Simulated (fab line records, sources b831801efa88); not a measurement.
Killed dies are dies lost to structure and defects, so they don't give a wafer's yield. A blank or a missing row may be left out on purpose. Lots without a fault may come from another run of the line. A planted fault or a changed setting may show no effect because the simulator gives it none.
Tool commonality check | flow gf180mcu | 14 lots, 42 wafers sampled

WHY IT WAS OPENED
At GF_DUAL_GATE_THK_MEAS_03 the reading DUAL_GATE_OXIDATION_00_THK is flagged on 2 of 14 lots. Wafers without a fault read 10.89 nm, standard deviation 0.22.
Rule: a lot is flagged when every wafer of it that has a number lies more than 4 standard deviations from that mean, or none has a number. The other lots count as sound.

lot  | measured     | on            | DUAL_GATE_OXIDATION_00_THK (nm), wafer by wafer | flag
L171 | day 7 18:13  | film_metro-02 | 10.87 10.58 10.76                               |
L172 | day 8 01:40  | film_metro-03 | 10.63 10.56 10.72                               |
L174 | day 8 17:07  | film_metro-01 | 10.57 10.57 10.56                               |
L175 | day 8 20:12  | film_metro-02 | 10.89 11.02 11.10                               |
L176 | day 9 02:09  | film_metro-02 | 10.81 10.57 10.68                               |
L177 | day 9 05:58  | film_metro-02 | 11.25 11.31 11.16                               |
L178 | day 9 12:46  | film_metro-02 | 10.65 10.50 10.56                               |
L179 | day 9 19:13  | film_metro-02 | 8.99 8.99 9.09                                  | FLAGGED
L180 | day 10 05:07 | film_metro-01 | 9.09 9.18 9.23                                  | FLAGGED
L189 | day 12 15:13 | film_metro-01 | 11.04 10.90 10.87                               |
L191 | day 13 03:28 | film_metro-02 | 11.15 11.29 11.26                               |
L192 | day 13 09:40 | film_metro-02 | 11.00 10.91 10.90                               |
L193 | day 13 20:21 | film_metro-01 | 10.92 10.96 10.89                               |
L194 | day 14 07:22 | film_metro-02 | 10.84 10.79 11.04                               |
The numbers of the flagged lots are 9.10 nm on average: -1.79 nm against the usual, or -8 standard deviations.

WHICH TOOL RAN EACH LOT
The record holds 1 process step before the reading, out of a route of 602 steps. In each cell: the tool, then ch and the chambers that the sampled wafers went through, then the start.
lot  | flag    | GF_DUAL_GATE_OXIDATION_02
L171 |         | furnace-01 ch 0, day 7 16:46
L172 |         | furnace-02 ch 0, day 8 00:12
L174 |         | furnace-01 ch 0, day 8 15:40
L175 |         | furnace-02 ch 0, day 8 18:45
L176 |         | furnace-01 ch 0, day 9 00:43
L177 |         | furnace-02 ch 0, day 9 04:32
L178 |         | furnace-01 ch 0, day 9 11:18
L179 | FLAGGED | furnace-01 ch 0, day 9 17:45
L180 | FLAGGED | furnace-01 ch 0, day 10 03:40
L189 |         | furnace-02 ch 0, day 12 13:46
L191 |         | furnace-01 ch 0, day 13 02:01
L192 |         | furnace-02 ch 0, day 13 08:13
L193 |         | furnace-02 ch 0, day 13 18:54
L194 |         | furnace-02 ch 0, day 14 05:55
What these steps do:
- GF_DUAL_GATE_OXIDATION_02: stabilise 600 s, purge 300 s, target thk 10.887 nm.
- GF_DUAL_GATE_THK_MEAS_03

FLAGGED OVER TOTAL, TOOL BY TOOL (the gauges that took the reading come last)
step                      | tool          | lots run | flagged | share of the flagged lots | sound lots run after its first flagged lot
GF_DUAL_GATE_OXIDATION_02 | furnace-01    | 7        | 2       | all                       | 1 (L191)
GF_DUAL_GATE_OXIDATION_02 | furnace-02    | 7        | 0       | none                      | -
GF_DUAL_GATE_THK_MEAS_03  | film_metro-01 | 4        | 1       | some                      | 2 (L189,L193)
GF_DUAL_GATE_THK_MEAS_03  | film_metro-02 | 9        | 1       | some                      | 3 (L191,L192,L194)
GF_DUAL_GATE_THK_MEAS_03  | film_metro-03 | 1        | 0       | none                      | -

WHAT THE TABLE ALLOWS
1 row of the table ran every flagged lot: furnace-01 at GF_DUAL_GATE_OXIDATION_02.
- furnace-01 at GF_DUAL_GATE_OXIDATION_02: 2 of its 7 lots flagged. Sound lots ran on it after the first flagged one (L191), which a lasting fault on the whole tool wouldn't allow.
No row of the table ran every flagged lot and no sound lot after the first.

WHAT THE SIMULATOR HAD PUT IN
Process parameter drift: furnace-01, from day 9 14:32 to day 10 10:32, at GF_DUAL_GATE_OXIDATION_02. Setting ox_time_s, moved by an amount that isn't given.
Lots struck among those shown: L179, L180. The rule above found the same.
